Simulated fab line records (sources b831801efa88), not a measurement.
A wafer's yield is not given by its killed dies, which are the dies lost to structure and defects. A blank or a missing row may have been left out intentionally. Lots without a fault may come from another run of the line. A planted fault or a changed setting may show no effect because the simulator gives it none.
Which tool was responsible? | flow gf180mcu | 39 wafers from 13 lots sampled at 4 of the route's 602 steps

== WHAT EACH GAUGE READ, for each wafer ==
GF_NWELL_TW_MEAS_11. Usual: for NWELL_TW the level is 1574 and the standard deviation is 14.
lot  | measured    | on            | NWELL_TW                      | flag
L225 | day 3 13:43 | film-metro-03 | 1561 1567 1567                |
L226 | day 3 17:23 | film-metro-02 | 1581 1577 1570                |
L229 | day 4 10:26 | film-metro-04 | 1578 1578 1585                |
L230 | day 4 16:58 | film-metro-04 | 1571 1583 1578                |
L231 | day 5 00:38 | film-metro-04 | 1582 1585 1586                |
L232 | day 5 03:47 | film-metro-03 | 1552 1560 1556                |
L233 | day 5 10:44 | film-metro-02 | 1567 1573 1569                |
L234 | day 5 14:42 | film-metro-04 | 1439 1433 1438 1437 1444 1432 | OFF
L237 | day 6 06:06 | film-metro-03 | 1411 1410 1409 1414 1410 1405 | OFF
L242 | day 7 17:10 | film-metro-04 | 1590 1590 1588                |
L244 | day 7 20:11 | film-metro-04 | 1590 1593 1587                |
L247 | day 8 12:35 | film-metro-03 | 1554 1543 1556                |
L246 | day 8 14:04 | film-metro-02 | 1573 1574 1574                |

GF_VT_IMPLANT_RS_MEAS_47: a four-point-probe measurement. Usual: for NWELL_RS the level is 487.9 ohm/sq and the standard deviation is 1.3.
lot  | measured     | on            | NWELL_RS (ohm/sq)                   | flag
L225 | day 7 17:40  | film-metro-03 | 488.0 486.3 489.1                   |
L226 | day 8 00:23  | film-metro-04 | 488.9 487.7 488.7                   |
L229 | day 8 20:44  | film-metro-03 | 485.8 487.3 486.9                   |
L230 | day 9 04:12  | film-metro-02 | 488.0 487.3 488.4                   |
L231 | day 9 14:47  | film-metro-02 | 487.7 488.1 488.8                   |
L232 | day 9 18:10  | film-metro-04 | 489.8 488.5 489.6                   |
L233 | day 10 02:11 | film-metro-03 | 489.4 488.0 489.1                   |
L234 | day 10 07:48 | film-metro-03 | 592.6 593.5 594.6 592.3 593.7 595.5 | OFF
L237 | day 11 05:20 | film-metro-03 | 592.5 595.0 594.9 593.2 593.9 594.5 | OFF
L242 | day 12 23:24 | film-metro-03 | 485.5 485.7 485.8                   |
L244 | day 13 04:07 | film-metro-03 | 486.3 486.5 487.3                   |
L247 | day 13 22:39 | film-metro-04 | 490.3 489.3 490.3                   |
L246 | day 14 02:01 | film-metro-04 | 488.4 487.3 488.7                   |

GF_V1_CD_MEAS_14 targets a cd of 260 nm. Usual: cd-nm reads 259.8 nm (standard deviation 1.2).
lot  | measured     | on        | cd-nm (nm)        | flag
L225 | day 18 03:34 | cd-sem-02 | 258.2 257.5 257.5 |
L226 | day 18 16:47 | cd-sem-01 | 260.0 258.5 259.2 |
L229 | day 19 19:52 | cd-sem-02 | 259.7 259.4 259.3 |
L230 | day 20 11:31 | cd-sem-02 | 257.7 258.8 258.0 |
L231 | day 21 01:52 | cd-sem-02 | 256.8 259.8 258.0 |
L232 | day 21 08:10 | cd-sem-02 | 261.6 260.9 260.8 |
L233 | day 21 17:40 | cd-sem-01 | 259.5 260.0 260.3 |
L242 | day 24 20:39 | cd-sem-02 | 260.9 260.9 260.0 |
L244 | day 25 04:59 | cd-sem-01 | 259.3 257.5 259.5 |
L247 | day 26 00:49 | cd-sem-01 | 259.6 258.9 259.3 |
L246 | day 26 04:25 | cd-sem-02 | 258.9 259.6 260.0 |

== WHAT TOOL EACH LOT RAN ON (gives the tool, then ch and the chambers of the sampled wafers, and finally the start) ==
lot  | GF_NWELL_IMPLANT_08
L225 | implanter-04 ch 0, day 3 13:19
L226 | implanter-01 ch 0, day 3 16:59
L229 | implanter-01 ch 0, day 4 10:02
L230 | implanter-01 ch 0, day 4 16:34
L231 | implanter-04 ch 0, day 5 00:14
L232 | implanter-01 ch 0, day 5 03:23
L233 | implanter-03 ch 0, day 5 10:20
L234 | implanter-01 ch 0, day 5 14:18
L237 | implanter-01 ch 0, day 6 05:42
L242 | implanter-04 ch 0, day 7 16:46
L244 | implanter-04 ch 0, day 7 19:47
L247 | implanter-01 ch 0, day 8 12:13
L246 | implanter-01 ch 0, day 8 13:42
- GF_NWELL_IMPLANT_08

== AS READ BY THE TOOLS THEMSELVES (means over the sampled wafers that have a number; for cases with no such wafer, the mark the record gives instead) ==
GF_NWELL_IMPLANT_08. Usual: dose-ions-cm2 1.5001e+13, standard deviation 1.8e+10; faraday-current-uA 85.0, standard deviation 1.8; tilt-deg 0.005 degrees, standard deviation 0.017.
lot  | tool         | dose-ions-cm2 | faraday-current-uA | tilt-deg (degrees) | flag
L225 | implanter-04 | 1.4999e+13    | 85.9               | 0.002              |
L226 | implanter-01 | 1.4994e+13    | 86.0               | 0.002              |
L229 | implanter-01 | 1.5019e+13    | 85.1               | -0.008             |
L230 | implanter-01 | 1.5018e+13    | 86.3               | 0.028              |
L231 | implanter-04 | 1.5016e+13    | 84.7               | 0.016              |
L232 | implanter-01 | 1.4993e+13    | 83.6               | 0.011              |
L233 | implanter-03 | 1.5008e+13    | 83.7               | -0.012             |
L234 | implanter-01 | 1.0309e+13    | 59.6               | -0.008             | OFF
L237 | implanter-01 | 1.0289e+13    | 58.4               | 0.009              | OFF
L242 | implanter-04 | 1.4956e+13    | 84.8               | 0.004              |
L244 | implanter-04 | 1.5007e+13    | 83.9               | -0.011             |
L247 | implanter-01 | 1.5001e+13    | 85.8               | 0.002              |
L246 | implanter-01 | 1.4999e+13    | 84.0               | -0.008             |

== THE ANSWER, worked out from the rows above alone ==
Rule: a lot counts as off when the mean over its wafers that have a number is more than 3 standard deviations away from the usual mean. Also off: a lot with no number at a reading for which 4 or more lots have one. All remaining lots with rows at the step are treated as sound. First the gauges in route order, then the tools' own readings, where a lot's mean is used as printed above. At the first step where some lot is off, the reading lying furthest off is the one used; lots without a number count as furthest.
Off: L234, L237, at GF_NWELL_TW_MEAS_11 (NWELL_TW).
If a tool, at a process step before that reading, ran all the lots that are off and no sound lot after the first of them, it fits. The gauges at GF_NWELL_TW_MEAS_11 aren't tried: what is off there is off at GF_NWELL_IMPLANT_08 too, on other tools, and a gauge's error can't cause that. Of those tried, none fits.

== WHAT THE SIMULATOR HAD INSERTED ==
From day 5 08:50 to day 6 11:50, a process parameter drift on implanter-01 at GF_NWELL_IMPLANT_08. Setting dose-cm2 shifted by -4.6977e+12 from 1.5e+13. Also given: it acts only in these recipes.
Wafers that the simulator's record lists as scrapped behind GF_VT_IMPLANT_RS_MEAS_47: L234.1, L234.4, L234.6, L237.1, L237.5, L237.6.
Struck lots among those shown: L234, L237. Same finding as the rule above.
